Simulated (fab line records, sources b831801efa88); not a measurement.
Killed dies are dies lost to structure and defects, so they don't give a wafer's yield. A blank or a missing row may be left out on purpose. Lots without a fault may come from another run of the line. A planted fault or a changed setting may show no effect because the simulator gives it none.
Problem report in the 8D (eight disciplines) form, filled by code | flow sfq_line | the parts of the form that need people (team, actions taken, sign-off) are left out

1. THE PROBLEM
oes_product_au at SFQ_TRILAYER_M1_BARC_OPEN_METAL_ETCH_054 reads a mean of 0.667 a.u. on 2 wafers of 1 lot; wafers without a fault read 0.686 a.u. with a standard deviation of 0.0044. That is -4.4 standard deviations from the usual mean.
The step: etches BARC in O2, target depth 125 nm, time 41.7 s.
First seen on wafer L754.1, day 26 07:49, on rie_metal-03. The record holds 39 wafers of 13 lots with a number at this step. Rule for "out", or "out of limits": more than 4 standard deviations from the usual mean. The other wafers with a number count as sound.

2. WHAT IT IS AND WHAT IT IS NOT
question                    | is                | is not
which readings at this step | oes_product_au    | drypump_motor_current_A
which lots                  | L754              | L747, L748, L751, L760, L762, L763, L764, L765, L766, L768, L769, L770
which wafers of those lots  | L754.1, L754.4    | L754.6
read on which tools         | rie_metal-03      | rie_metal-02, rie_metal-04
when                        | from day 26 07:49 | up to then (10 sound wafers); but 27 sound wafers of L760, L762, L763, L764, L765, L766, L768, L769, L770 came after

3. SUSPECTS, AND WHAT RULES EACH OUT
Counting: a tool at a process step up to the reading stays a suspect if it ran every lot that is out. Sound lots after the first of them don't rule it out here, since some wafers of a struck lot are sound.
- litho_track-04 at SFQ_TRILAYER_M1_LITHO_COAT_044 (resist thk 62 nm): kept. It ran the lot that is out, L754 (day 19 21:56); its last sound lot up to then is L751 (day 18 16:29).
- rie_metal-03 at SFQ_TRILAYER_M1_BARC_OPEN_METAL_ETCH_054 (etches BARC in O2, target depth 125 nm, time 41.7 s): kept. It ran the lot that is out, L754 (day 26 07:49). Its own readings are out on those wafers: oes_product_au.
Left after counting: litho_track-04 at SFQ_TRILAYER_M1_LITHO_COAT_044, rie_metal-03 at SFQ_TRILAYER_M1_BARC_OPEN_METAL_ETCH_054.

4. THE CAUSE (what the simulator had put in)
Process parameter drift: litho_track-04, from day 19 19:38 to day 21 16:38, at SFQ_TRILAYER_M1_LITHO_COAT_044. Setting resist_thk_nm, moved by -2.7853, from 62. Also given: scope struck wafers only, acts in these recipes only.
Counting left 2 suspects, and this tool is among them.

5. THE CHAIN OF EFFECTS, in route order
Each row: a reading whose mean over the struck wafers that have a number lies more than 3 standard deviations from the usual. Only readings for which the record gives a usual standard deviation are gone through. hours: the time from each lot's start at the first step in this table that gives one to its start at this step, as a median over the lots. sigmas: the change in usual standard deviations.
hours | step                                     | reading        | usual      | on struck wafers | change | sigmas
0     | SFQ_TRILAYER_M1_BARC_OPEN_METAL_ETCH_054 | oes_product_au | 0.686 a.u. | 0.667            | -0.019 | -4.4
The process steps in it:
- SFQ_TRILAYER_M1_BARC_OPEN_METAL_ETCH_054: etches BARC in O2, target depth 125 nm, time 41.7 s.

6. WHAT WOULD HAVE CAUGHT IT SOONER
In this record the first reading out of limits was taken at day 26 07:49, 156 hours after the fault began at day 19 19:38.
Of the tool readings at SFQ_TRILAYER_M1_LITHO_COAT_044 for which the record gives a usual standard deviation, none was out on any struck wafer, so an alarm limit of 4 standard deviations on them would not have fired.
All the lots that are out (1) had begun SFQ_TRILAYER_M1_LITHO_COAT_044 on litho_track-04 by day 26 07:49. A hold on the tool at that time would have spared none of them.
